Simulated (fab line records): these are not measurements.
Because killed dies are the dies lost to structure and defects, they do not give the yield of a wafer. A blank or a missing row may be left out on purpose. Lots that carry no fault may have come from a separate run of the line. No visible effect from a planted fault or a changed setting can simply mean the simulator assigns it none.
fab line records + flow sky130
record
- lots=6
- wafers=18
- last-day=49
route steps=708 shown VIA2@521 METAL3@532 PAD_OPEN@708
lots that met no fault: taken from a fault-free run of the same line
start-h: hours from the record's opening day to when the first of the lot's shown wafers began + wait-h: how many hours have passed since the lot's step before this one + " same as the row above + L1.1+2: several wafers, shown together as one row + - either no value or no given start + * or withheld: withheld + < > ~ a bound
route shown NAME@n: a module of which the file shows steps, and the number in the route of the first + usual: average and standard deviation across the fault-free wafers + same: alike in all rows + chamber/n: place in a boat + sites: per-site readings + _std_site: how widely they spread, as a standard deviation + _edge_site: outer sites' mean less inner sites' + radius-mm: for every site, how far away it sits from the centre of the wafer + mask NAME#n: copy n + behind: the tool/chamber that last shaped the wafer + hold: why the lot went on hold/how many hours it stayed there/how the hold came to an end + device: which transistor (n, p or np) failed to switch + end of line: the tests these same wafers got at the end of their route + a step given without rows: its recipe and nothing more + killed: at the first sort, the dies lost to defects and structure; wafer yield is something else + map: a wafer's dies, marking killed ones x, the rest . and places with no die _
set.NAME: setting as actually run; set.NAME@STEP: the setting as run at that earlier step + model.NAME: the simulator's own value behind a step, which no gauge read
certain route steps with their lots: each step a table, each wafer a row
services: from which hour (start-h, from the record's first day; less than 0 if before it) a tool's chamber was out of use, for how many hours, and why
## steps
# step SKY_VIA2_ETCH_14
# recipe
- chemistry=N2/H2
- target=BARC
- ion-energy-ev=200
- source-w=500
- bias-w=100
- pressure-mtorr=30
- n2-flow-sccm=100
- h2-flow-sccm=200
- stop-on=SiO2
- time-s=45.9
- target-depth-a=600
# step SKY_VIA2_ETCH_15
# recipe
- target=SiO2
- chemistry=C4F8/O2/Ar
- target-depth-nm=546
- stop-on=TiN
- mask-material=KrF-thick
- source-w=1500
- bias-w=1200
- pressure-mtorr=40
- c4f8-flow-sccm=withheld
- O2_flow_sccm=6
- Ar_flow_sccm=300
- time-s=84
# step SKY_VIA2_STRIP_16
# recipe
- chemistry=O2/N2
- power-w=1400
- pressure-mtorr=1500
- platen-temp-c=withheld
- o2-flow-sccm=3000
- n2-flow-sccm=300
- overash-fraction=0.5
# usual
- drypump-motor-current-A=5.6/0.6
- oes-product-au=0.397/0.0049
- strip-time-to-endpoint-s=4.03/0.037
| lot.wafer | tool            | chamber | start-h | wait-h | drypump-motor-current-A | oes-product-au | rf-hours-counter-h | strip-time-to-endpoint-s |
|-----------|-----------------|---------|---------|--------|-------------------------|----------------|--------------------|--------------------------|
| L193.3    | plasma-asher-03 | 0       | 893.33  | 0.1    | 5.8                     | 0.392          | -                  | 3.97                     |
| L193.5    | "               | 0       | "       | "      | 5.8                     | 0.386          | -                  | 4.00                     |
| L193.6    | "               | 1       | "       | "      | 5.4                     | 0.395          | -                  | 3.97                     |
| L196.1    | plasma-asher-04 | 0       | 923.84  | 0.0    | 6.7                     | 0.397          | 15                 | 4.05                     |
| L196.3    | "               | 0       | "       | "      | 6.7                     | 0.393          | -                  | 4.04                     |
| L196.5    | "               | 1       | "       | "      | 4.7                     | 0.410          | -                  | 4.06                     |
| L195.2    | plasma-asher-02 | 0       | 926.20  | 0.0    | 5.1                     | 0.395          | 111                | 3.99                     |
| L195.3    | "               | 0       | "       | "      | 5.1                     | 0.398          | -                  | 4.04                     |
| L195.6    | "               | 0       | "       | "      | 5.1                     | 0.402          | -                  | 4.05                     |
| L198.1    | plasma-asher-03 | 1       | 926.55  | 0.0    | 5.5                     | 0.393          | 51                 | 4.04                     |
| L198.2    | "               | 0       | "       | "      | 5.8                     | 0.392          | 51                 | 4.02                     |
| L198.6    | "               | 0       | "       | "      | 5.8                     | 0.405          | -                  | 4.06                     |
| L197.1    | plasma-asher-04 | 1       | 926.90  | 0.0    | 4.7                     | 0.400          | 15                 | 4.01                     |
| L197.3    | "               | 0       | "       | "      | 6.7                     | 0.399          | -                  | 4.06                     |
| L197.6    | "               | 1       | "       | "      | 4.7                     | 0.398          | -                  | 4.08                     |
| L207.1    | plasma-asher-02 | 0       | 980.44  | 0.0    | 5.2                     | 0.405          | 116                | 4.04                     |
| L207.4    | "               | 0       | "       | "      | 5.1                     | 0.395          | -                  | 3.99                     |
| L207.6    | "               | 0       | "       | "      | 5.1                     | 0.399          | -                  | 4.06                     |
# step SKY_VIA2_STRIP_17
# recipe
- chemistry=post-etch-residue-remover
- time-s=1200
- temp-c=72.5
# step SKY_VIA2_CLEAN_18
# recipe
- chemistry=IPA
- time-s=180
- temp-c=25
# step SKY_VIA2_CLEAN_19
# recipe
- chemistry=O3/DIW
- dry=n2-spin
# step SKY_VIA2_SPUTTER_20
# recipe
- material=TiN
- target-thk-nm=20
- chamber-pressure-pa=5
- power-w=4000
- time-s=80
# usual
- throttle-valve-pct=30.2/1.4
| lot.wafer | tool           | chamber | start-h | wait-h | throttle-valve-pct |
|-----------|----------------|---------|---------|--------|--------------------|
| L193.3    | pvd-sputter-03 | -       | 893.90  | 0.0    | 30.5               |
| L193.5    | "              | -       | "       | "      | 31.6               |
| L193.6    | "              | -       | "       | "      | 27.8               |
| L196.1    | pvd-sputter-01 | -       | 924.44  | 0.0    | 28.7               |
| L196.3    | "              | -       | "       | "      | 27.6               |
| L196.5    | "              | -       | "       | "      | 28.6               |
| L195.2    | pvd-sputter-03 | -       | 926.79  | 0.0    | 28.1               |
| L195.3    | "              | -       | "       | "      | 31.5               |
| L195.6    | "              | -       | "       | "      | 28.0               |
| L198.1    | pvd-sputter-04 | -       | 927.14  | 0.0    | 31.6               |
| L198.2    | "              | -       | "       | "      | 30.2               |
| L198.6    | "              | -       | "       | "      | 31.7               |
| L197.1    | pvd-sputter-04 | -       | 927.49  | 0.0    | 31.9               |
| L197.3    | "              | -       | "       | "      | 30.3               |
| L197.6    | "              | -       | "       | "      | 29.9               |
| L207.1    | pvd-sputter-01 | -       | 981.08  | 0.0    | 29.3               |
| L207.4    | "              | -       | "       | "      | 27.5               |
| L207.6    | "              | -       | "       | "      | 29.6               |
# step SKY_VIA2_CVD_21
# recipe
- material=W
- target-thk-nm=420
- time-s=126.4
- temp-c=400
- pressure-torr=40
# usual
- chamber-pressure-Torr=40.00/0.078
- heater-power-w=851/56
| lot.wafer | tool     | chamber | start-h | wait-h | chamber-pressure-Torr | heater-power-w |
|-----------|----------|---------|---------|--------|-----------------------|----------------|
| L193.3    | cvd-w-01 | 0       | 894.00  | 0.1    | 39.91                 | 910            |
| L193.5    | "        | 0       | "       | "      | 40.01                 | 927            |
| L193.6    | "        | 1       | "       | "      | 39.94                 | 807            |
| L196.1    | cvd-w-01 | 0       | 924.50  | 0.0    | 40.02                 | 951            |
| L196.3    | "        | 1       | "       | "      | 39.98                 | 786            |
| L196.5    | "        | 0       | "       | "      | 40.15                 | 929            |
| L195.2    | cvd-w-02 | 0       | 926.85  | 0.0    | 40.06                 | 780            |
| L195.3    | "        | 1       | "       | "      | 39.91                 | 834            |
| L195.6    | "        | 0       | "       | "      | 39.99                 | 806            |
| L198.1    | cvd-w-01 | 1       | 927.20  | 0.0    | 39.79                 | 808            |
| L198.2    | "        | 0       | "       | "      | 40.10                 | 948            |
| L198.6    | "        | 1       | "       | "      | 39.86                 | 790            |
| L197.1    | cvd-w-02 | 1       | 927.55  | 0.0    | 39.97                 | 856            |
| L197.3    | "        | 0       | "       | "      | 40.03                 | 801            |
| L197.6    | "        | 0       | "       | "      | 39.94                 | 794            |
| L207.1    | cvd-w-01 | 1       | 981.14  | 0.0    | 40.00                 | 818            |
| L207.4    | "        | 1       | "       | "      | 39.98                 | 784            |
| L207.6    | "        | 1       | "       | "      | 40.09                 | 790            |
# step SKY_VIA2_RS_MEAS_22
# recipe
- thk-meas-gauge=four-point-probe
- reads=W_of_VIA2_CVD_21+TiN_of_VIA2_SPUTTER_20
# usual
- VIA2_W_RS=0.271/0.0042
| lot.wafer | tool          | chamber | start-h | wait-h | VIA2_W_RS[ohm/sq] |
|-----------|---------------|---------|---------|--------|-------------------|
| L193.3    | film-metro-03 | -       | 894.13  | 0.1    | 0.269             |
| L193.5    | "             | -       | "       | "      | 0.275             |
| L193.6    | "             | -       | "       | "      | 0.276             |
| L196.1    | film-metro-01 | -       | 924.63  | 0.1    | 0.269             |
| L196.3    | "             | -       | "       | "      | 0.275             |
| L196.5    | "             | -       | "       | "      | 0.269             |
| L195.2    | film-metro-02 | -       | 927.00  | 0.1    | 0.275             |
| L195.3    | "             | -       | "       | "      | 0.278             |
| L195.6    | "             | -       | "       | "      | 0.273             |
| L198.1    | film-metro-01 | -       | 927.33  | 0.1    | 0.275             |
| L198.2    | "             | -       | "       | "      | 0.269             |
| L198.6    | "             | -       | "       | "      | 0.275             |
| L197.1    | film-metro-01 | -       | 927.68  | 0.1    | 0.269             |
| L197.3    | "             | -       | "       | "      | 0.264             |
| L197.6    | "             | -       | "       | "      | 0.264             |
| L207.1    | film-metro-03 | -       | 981.27  | 0.1    | 0.276             |
| L207.4    | "             | -       | "       | "      | 0.278             |
| L207.6    | "             | -       | "       | "      | 0.272             |
# step SKY_VIA2_THK_MEAS_23
# recipe
- thk-meas-gauge=xrf
- reads=W_of_VIA2_CVD_21
# usual
- VIA2_W_THK=426/7.5
| lot.wafer | tool          | chamber | start-h | wait-h | VIA2_W_THK[nm] |
|-----------|---------------|---------|---------|--------|----------------|
| L193.3    | film-metro-03 | -       | 894.23  | 0.1    | 424            |
| L193.5    | "             | -       | "       | "      | 416            |
| L193.6    | "             | -       | "       | "      | 414            |
| L196.1    | film-metro-01 | -       | 924.75  | 0.1    | 426            |
| L196.3    | "             | -       | "       | "      | 414            |
| L196.5    | "             | -       | "       | "      | 424            |
| L195.2    | film-metro-02 | -       | 927.11  | 0.1    | 421            |
| L195.3    | "             | -       | "       | "      | 418            |
| L195.6    | "             | -       | "       | "      | 423            |
| L198.1    | film-metro-01 | -       | 927.45  | 0.1    | 419            |
| L198.2    | "             | -       | "       | "      | 427            |
| L198.6    | "             | -       | "       | "      | 415            |
| L197.1    | film-metro-01 | -       | 927.80  | 0.1    | 426            |
| L197.3    | "             | -       | "       | "      | 434            |
| L197.6    | "             | -       | "       | "      | 437            |
| L207.1    | film-metro-03 | -       | 981.39  | 0.1    | 418            |
| L207.4    | "             | -       | "       | "      | 418            |
| L207.6    | "             | -       | "       | "      | 423            |
# step SKY_VIA2_CMP_24
# recipe
- stop-on=SiO2
- t-overpolish-s=20
- down-force-psi=3.5
- platen-rpm=60
- target-thk-nm=0
- pad-velocity-m-s=0.94248
# step SKY_METAL3_SPUTTER_00
# recipe
- material=Ti
- target-thk-nm=15
- power-w=3000
- time-s=10
- chamber-pressure-pa=0.4
# usual
- throttle-valve-pct=30.1/1.4
| lot.wafer | tool           | chamber | start-h | wait-h | throttle-valve-pct |
|-----------|----------------|---------|---------|--------|--------------------|
| L193.3    | pvd-sputter-01 | -       | 894.57  | 0.1    | 28.8               |
| L193.5    | "              | -       | "       | "      | 27.4               |
| L193.6    | "              | -       | "       | "      | 28.7               |
| L196.1    | pvd-sputter-03 | -       | 925.11  | 0.2    | 30.4               |
| L196.3    | "              | -       | "       | "      | 31.6               |
| L196.5    | "              | -       | "       | "      | 31.4               |
| L195.2    | pvd-sputter-03 | -       | 927.46  | 0.2    | 30.5               |
| L195.3    | "              | -       | "       | "      | 28.2               |
| L195.6    | "              | -       | "       | "      | 30.5               |
| L198.1    | pvd-sputter-02 | -       | 927.81  | 0.2    | 31.8               |
| L198.2    | "              | -       | "       | "      | 30.6               |
| L198.6    | "              | -       | "       | "      | 30.1               |
| L197.1    | pvd-sputter-03 | -       | 928.16  | 0.2    | 27.9               |
| L197.3    | "              | -       | "       | "      | 30.6               |
| L197.6    | "              | -       | "       | "      | 31.7               |
| L207.1    | pvd-sputter-02 | -       | 981.75  | 0.2    | 31.6               |
| L207.4    | "              | -       | "       | "      | 30.6               |
| L207.6    | "              | -       | "       | "      | 30.6               |
# step SKY_METAL3_SPUTTER_01
# recipe
- material=TiN
- target-thk-nm=20
- power-w=6500
- time-s=16.7
- chamber-pressure-pa=0.4
# usual
- throttle-valve-pct=30.1/1.5
| lot.wafer | tool           | chamber | start-h | wait-h | throttle-valve-pct | model.TiN_of_METAL3_SPUTTER_01.thk-nm |
|-----------|----------------|---------|---------|--------|--------------------|---------------------------------------|
| L193.3    | pvd-sputter-01 | -       | 894.59  | 0.0    | 28.6               | 20.05                                 |
| L193.5    | "              | -       | "       | "      | 27.4               | 19.91                                 |
| L193.6    | "              | -       | "       | "      | 28.4               | 19.97                                 |
| L196.1    | pvd-sputter-03 | -       | 925.13  | 0.0    | 30.5               | 20.37                                 |
| L196.3    | "              | -       | "       | "      | 31.8               | 20.46                                 |
| L196.5    | "              | -       | "       | "      | 31.2               | 20.33                                 |
| L195.2    | pvd-sputter-03 | -       | 927.49  | 0.0    | 30.5               | 26.8                                  |
| L195.3    | "              | -       | "       | "      | 28.2               | 19.88                                 |
| L195.6    | "              | -       | "       | "      | 30.6               | 26.92                                 |
| L198.1    | pvd-sputter-02 | -       | 927.84  | 0.0    | 31.7               | 19.75                                 |
| L198.2    | "              | -       | "       | "      | 30.5               | 19.8                                  |
| L198.6    | "              | -       | "       | "      | 30.3               | 19.95                                 |
| L197.1    | pvd-sputter-03 | -       | 928.19  | 0.0    | 28.3               | 19.43                                 |
| L197.3    | "              | -       | "       | "      | 30.7               | 26.58                                 |
| L197.6    | "              | -       | "       | "      | 31.6               | 20.05                                 |
| L207.1    | pvd-sputter-02 | -       | 981.77  | 0.0    | 31.8               | 19.42                                 |
| L207.4    | "              | -       | "       | "      | 30.5               | 20.02                                 |
| L207.6    | "              | -       | "       | "      | 30.4               | 19.94                                 |
# step SKY_METAL3_SPUTTER_02
# recipe
- material=AlCu
- target-thk-nm=735
- power-w=10600
- time-s=39.1
- chamber-pressure-pa=0.4
# usual
- throttle-valve-pct=30.1/1.5
| lot.wafer | tool           | chamber | start-h | wait-h | throttle-valve-pct |
|-----------|----------------|---------|---------|--------|--------------------|
| L193.3    | pvd-sputter-01 | -       | 894.62  | 0.0    | 28.6               |
| L193.5    | "              | -       | "       | "      | 27.5               |
| L193.6    | "              | -       | "       | "      | 28.6               |
| L196.1    | pvd-sputter-03 | -       | 925.16  | 0.0    | 30.5               |
| L196.3    | "              | -       | "       | "      | 31.5               |
| L196.5    | "              | -       | "       | "      | 31.3               |
| L195.2    | pvd-sputter-03 | -       | 927.51  | 0.0    | 30.2               |
| L195.3    | "              | -       | "       | "      | 27.7               |
| L195.6    | "              | -       | "       | "      | 30.8               |
| L198.1    | pvd-sputter-02 | -       | 927.86  | 0.0    | 31.7               |
| L198.2    | "              | -       | "       | "      | 30.5               |
| L198.6    | "              | -       | "       | "      | 30.5               |
| L197.1    | pvd-sputter-03 | -       | 928.21  | 0.0    | 28.0               |
| L197.3    | "              | -       | "       | "      | 30.5               |
| L197.6    | "              | -       | "       | "      | 31.7               |
| L207.1    | pvd-sputter-02 | -       | 981.80  | 0.0    | 31.7               |
| L207.4    | "              | -       | "       | "      | 30.1               |
| L207.6    | "              | -       | "       | "      | 30.6               |
# step SKY_PAD_OPEN_PROBE_99
# usual
- defect-limited-yield=82.5/1.8
- killed_at_M0_to_M3=44/6.6
- killed_at_M4_up=2.9/1.8
- killed-at-contacts=24/4.8
- killed-at-front-end=15/4.5
- killed-at-other=0.3/0.64
- killed-dies=86/8.7
- killed-open=47/6.5
- killed-short=39/5.8
- sort_bin_3_pad_short=0.9/0.4
- sort_bin_5_function=10.3/1.4
- sort_bin_6_memory=6.2/1.1
- sort-n-pass=406/8.7
- sort-yield-pct=82.5/1.8
# same
- gross-dies=492
- killed-at-back-side=0
- sort_bin_4_leakage[%]=0
- sort_bin_8_speed[%]=0
| lot.wafer | tool      | chamber | start-h | wait-h | defect-limited-yield[%] | killed_at_M0_to_M3 | killed_at_M4_up | killed-at-contacts | killed-at-front-end | killed-at-other | killed-dies | killed-open | killed-short | sort_bin_3_pad_short[%] | sort_bin_5_function[%] | sort_bin_6_memory[%] | sort-n-pass | sort-yield-pct[%] |
|-----------|-----------|---------|---------|--------|-------------------------|--------------------|-----------------|--------------------|---------------------|-----------------|-------------|-------------|--------------|-------------------------|------------------------|----------------------|-------------|-------------------|
| L195.2    | prober-01 | -       | 1137.77 | 0.1    | 83.5                    | 42                 | 0               | 25                 | 14                  | 0               | 81          | 42          | 39           | 0.6                     | 9.3                    | 6.5                  | 411         | 83.5              |
| L195.3    | prober-01 | -       | 1137.82 | 0.2    | 81.9                    | 43                 | 3               | 27                 | 14                  | 2               | 89          | 53          | 35           | 1.2                     | 11.6                   | 5.3                  | 403         | 81.9              |
| L195.6    | prober-01 | -       | 1137.97 | 0.2    | 77.4                    | 64                 | 6               | 31                 | 9                   | 1               | 111         | 72          | 39           | 1.0                     | 13.8                   | 7.7                  | 381         | 77.4              |
| L198.1    | prober-02 | -       | 1138.44 | 0.1    | 83.3                    | 52                 | 2               | 17                 | 11                  | 0               | 82          | 42          | 40           | 0.8                     | 10.2                   | 5.7                  | 410         | 83.3              |
| L198.2    | prober-02 | -       | 1138.49 | 0.1    | 83.3                    | 41                 | 4               | 23                 | 14                  | 0               | 82          | 41          | 41           | 1.6                     | 8.3                    | 6.7                  | 410         | 83.3              |
| L197.1    | prober-01 | -       | 1139.22 | 0.1    | 84.6                    | 42                 | 0               | 21                 | 12                  | 1               | 76          | 43          | 33           | 0.4                     | 8.5                    | 6.5                  | 416         | 84.6              |
| L197.3    | prober-01 | -       | 1139.32 | 0.2    | 82.1                    | 43                 | 2               | 21                 | 21                  | 1               | 88          | 38          | 50           | 1.2                     | 11.8                   | 4.9                  | 404         | 82.1              |
| L197.6    | prober-01 | -       | 1139.47 | 0.2    | 79.9                    | 49                 | 7               | 31                 | 12                  | 0               | 99          | 49          | 50           | 0.2                     | 12.6                   | 7.3                  | 393         | 79.9              |
# killed by level:class
L195.2 CONTACT:geometric-particle:open=12 METAL2:geometric-particle:short=7 VIA3:geometric-particle:open=7 VIA1:geometric-particle:open=6 LOCAL_INTERCONNECT:geometric-particle:short=6 FIELD_ISO:geometric-particle:short=5 METAL1:geometric-particle:short=4 VIA2:geometric-particle:open=4
L195.3 VIA1:geometric-particle:open=15 LI_CONTACT:geometric-particle:open=12 CONTACT:geometric-particle:open=8 VIA3:geometric-particle:short=8 VIA1:geometric-particle:short=5 VIA2:geometric-particle:open=5 FIELD_ISO:geometric-particle:short=4 POLY_GATE:geometric-particle:open=4
L195.6 VIA1:geometric-particle:open=18 VIA3:geometric-particle:open=11 LI_CONTACT:geometric-particle:open=9 VIA2:geometric-particle:open=9 CONTACT:geometric-particle:open=8 METAL2:geometric-particle:short=7 LI_CONTACT:geometric-particle:short=4 METAL2:geometric-particle:open=4
L198.1 VIA1:geometric-particle:open=12 VIA1:geometric-particle:short=8 METAL2:geometric-particle:short=7 VIA2:geometric-particle:open=6 METAL3:geometric-particle:short=5 LI_CONTACT:geometric-particle:open=5 CONTACT:geometric-particle:open=5 VIA3:geometric-particle:open=5
L198.2 VIA1:geometric-particle:open=8 METAL2:geometric-particle:short=7 VIA3:geometric-particle:open=7 CONTACT:geometric-particle:open=6 LOCAL_INTERCONNECT:geometric-particle:short=5 FIELD_ISO:geometric-particle:short=5 CONTACT:geometric-particle:short=5 LI_CONTACT:geometric-particle:open=5
L197.1 VIA1:geometric-particle:open=10 CONTACT:geometric-particle:open=8 VIA2:geometric-particle:open=7 LI_CONTACT:geometric-particle:open=6 METAL1:geometric-particle:short=5 POLY_GATE:geometric-particle:open=4 CONTACT:geometric-particle:short=4 VIA1:geometric-particle:short=4
L197.3 VIA1:geometric-particle:open=13 CONTACT:geometric-particle:open=8 POLY_GATE:geometric-particle:short=6 FIELD_ISO:geometric-particle:short=5 VIA1:geometric-particle:short=5 METAL2:geometric-particle:short=5 VIA3:geometric-particle:short=5 LI_CONTACT:geometric-particle:open=4
L197.6 CONTACT:geometric-particle:open=11 VIA1:geometric-particle:open=11 LI_CONTACT:geometric-particle:open=8 METAL1:geometric-particle:short=7 METAL4:geometric-particle:short=7 VIA1:geometric-particle:short=6 VIA2:geometric-particle:short=6 CONTACT:geometric-particle:short=5
## services
| tool            | chamber | start-h | hours | kind                   |
|-----------------|---------|---------|-------|------------------------|
| pvd-sputter-03  | -       | 885.09  | 1.0   | repair                 |
| pvd-sputter-02  | -       | 889.98  | 21.4  | repair                 |
| cvd-w-02        | -       | 904.00  | 14.0  | pm                     |
| cvd-w-02        | 0       | 904.00  | 14.0  | vent-cycle             |
| cvd-w-02        | 1       | 904.00  | 14.0  | vent-cycle             |
| pvd-sputter-01  | -       | 910.54  | 0.6   | repair                 |
| pvd-sputter-03  | -       | 917.18  | 5.9   | repair                 |
| cvd-w-02        | -       | 918.00  | 6.9   | pm                     |
| cvd-w-02        | 0       | 918.00  | -     | clean                  |
| cvd-w-02        | 1       | 918.00  | -     | clean                  |
| pvd-sputter-02  | -       | 919.67  | 4.8   | repair                 |
| pvd-sputter-03  | 0       | 925.27  | -     | consumable-replace:kit |
| pvd-sputter-03  | 0       | 925.27  | 18.0  | scheduled-down         |
| pvd-sputter-03  | 0       | 925.27  | 18.0  | vent-cycle             |
| pvd-sputter-03  | -       | 950.78  | 5.2   | repair                 |
| pvd-sputter-01  | 2       | 951.45  | -     | consumable-replace:kit |
| pvd-sputter-01  | 2       | 951.45  | 18.0  | scheduled-down         |
| pvd-sputter-01  | 2       | 951.45  | 18.0  | vent-cycle             |
| plasma-asher-03 | -       | 963.15  | 1.2   | repair                 |
## key
first-sign none at tools or gauges
model-effect
- step=SKY_METAL3_SPUTTER_01
- value=TiN_of_METAL3_SPUTTER_01.thk-nm
- without=20.28
- struck=26.76
met-at SKY_METAL3_SPUTTER_01
struck-wafers L195.2,L195.6,L197.3
onset-between 925.13 927.49
fault
- kind=process-parameter-drift
- tool=pvd-sputter-03
- chamber=-
- onset-h=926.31
- steps=SKY_METAL3_SPUTTER_01
- channel=target-thk-nm
- offset=6.4828
- shape=step
- end-h=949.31
- acts-in=these-recipes-only
- stated=20
- scope=struck-wafers-only
